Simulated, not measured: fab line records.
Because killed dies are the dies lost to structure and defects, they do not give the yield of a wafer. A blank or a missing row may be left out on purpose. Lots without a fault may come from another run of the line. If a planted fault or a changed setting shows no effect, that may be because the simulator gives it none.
Matching of chambers / flow sky130 / SKY_VIA3_ETCH_15 on rie-diel-04: 4 sister chambers
The step etches SiO2 in C4F8/O2/Ar, stops on TiN, target depth 507 nm, time 78 s. 4 wafers are shown with their chamber, then 12 later ones without.

## EACH WAFER AND ITS CHAMBER
wafer=L090.2; chamber=1; rf-fwd-power-W (W)=1489
wafer=L090.4; chamber=0; rf-fwd-power-W (W)=1489
wafer=L091.4; chamber=3; rf-fwd-power-W (W)=1495
wafer=L091.6; chamber=2; rf-fwd-power-W (W)=1494

## WAFERS WITHOUT THEIR CHAMBER
wafer=L093.1; rf-fwd-power-W (W)=1494
wafer=L093.4; rf-fwd-power-W (W)=1494
wafer=L093.5; rf-fwd-power-W (W)=1501
wafer=L095.1; rf-fwd-power-W (W)=1499
wafer=L095.3; rf-fwd-power-W (W)=1499
wafer=L095.5; rf-fwd-power-W (W)=1492
wafer=L094.1; rf-fwd-power-W (W)=1498
wafer=L094.3; rf-fwd-power-W (W)=1495
wafer=L094.6; rf-fwd-power-W (W)=1501
wafer=L097.2; rf-fwd-power-W (W)=1497
wafer=L097.3; rf-fwd-power-W (W)=1488
wafer=L097.6; rf-fwd-power-W (W)=1490

## WHICH CHAMBER EACH WENT THROUGH
wafer=L093.1; from the rows above=can't be placed: 2 or 3 or 0 or 1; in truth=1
wafer=L093.4; from the rows above=can't be placed: 2 or 3 or 0 or 1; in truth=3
wafer=L093.5; from the rows above=can't be placed: 3 or 2 or 0 or 1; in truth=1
wafer=L095.1; from the rows above=can't be placed: 3 or 2 or 0 or 1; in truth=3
wafer=L095.3; from the rows above=can't be placed: 3 or 2 or 0 or 1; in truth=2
wafer=L095.5; from the rows above=can't be placed: 2 or 0 or 1 or 3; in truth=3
wafer=L094.1; from the rows above=can't be placed: 3 or 2 or 0 or 1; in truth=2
wafer=L094.3; from the rows above=can't be placed: 3 or 2 or 0 or 1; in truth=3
wafer=L094.6; from the rows above=can't be placed: 3 or 2 or 0 or 1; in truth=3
wafer=L097.2; from the rows above=can't be placed: 3 or 2 or 0 or 1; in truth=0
wafer=L097.3; from the rows above=can't be placed: 0 or 1 or 2 or 3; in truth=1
wafer=L097.6; from the rows above=can't be placed: 0 or 1 or 2 or 3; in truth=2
0 of 12 placed correctly. Not placeable from these rows: 12 (in 12, the candidates include the true chamber). 0 placed wrongly.
How it was worked out, from the rows above alone: a wafer's distance from a chamber is the root of the sum, over the readings, of the square of ((its reading less the chamber's mean) divided by the reading's scatter). If the next closest chamber is less than 2 further off than the closest, the wafer can't be placed; otherwise it belongs to the closest. The mean given for a chamber averages the wafers shown for that chamber. The scatter: with one shown wafer a chamber, the root of the mean of the squares of how far each hidden wafer lies from its nearest shown one.
